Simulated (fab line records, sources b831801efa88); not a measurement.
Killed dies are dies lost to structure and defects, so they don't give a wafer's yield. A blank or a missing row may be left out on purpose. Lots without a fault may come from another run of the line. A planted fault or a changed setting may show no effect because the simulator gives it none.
Chamber matching | flow gf180mcu | GF_V5_CVD_02 on pecvd-02: 3 sister chambers
The step deposits SiO2 from TEOS, target thk 1450 nm, time 163.28 s. 6 wafers are shown with their chamber, then 7 later ones without.

WAFERS WITH THEIR CHAMBER
wafer  | chamber | heater_power_w (W) | rf_fwd_power_W (W)
L198.2 | 0       | 603                | 597.8
L198.6 | 1       | 720                | 602.3
L201.1 | 1       | 846                | 597.5
L201.3 | 0       | 582                | 595.3
L205.3 | 2       | 420                | 596.4
L205.4 | 2       | 500                | 595.2

WAFERS WITHOUT THEIR CHAMBER
wafer  | heater_power_w (W) | rf_fwd_power_W (W)
L205.6 | 581                | 594.1
L211.1 | 671                | 596.4
L211.2 | 524                | 598.0
L211.3 | 400                | 594.9
L216.1 | 868                | 596.9
L216.4 | 578                | 597.8
L216.5 | 756                | 598.1

WHICH CHAMBER EACH WENT THROUGH
wafer  | from the rows above     | in truth
L205.6 | can't be placed: 0 or 2 | 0
L211.1 | can't be placed: 0 or 1 | 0
L211.2 | can't be placed: 0 or 2 | 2
L211.3 | 2                       | 2
L216.1 | 1                       | 1
L216.4 | can't be placed: 0 or 2 | 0
L216.5 | can't be placed: 1 or 0 | 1
Placed correctly: 2 of 7. Can't be placed from these rows: 5 (the true chamber is among the candidates in 5). Placed wrongly: 0.
How it was worked out, from the rows above alone: a wafer's distance from a chamber is the root of the sum, over the readings, of the square of ((its reading less the chamber's mean) divided by the reading's scatter). The wafer belongs to the nearest chamber; if the next one is less than 2 further off, it can't be placed. A chamber's mean is the mean of its shown wafers. The scatter: the root of (the sum of the squares of (reading less its chamber's mean) over the shown wafers, divided by (wafers less chambers)).
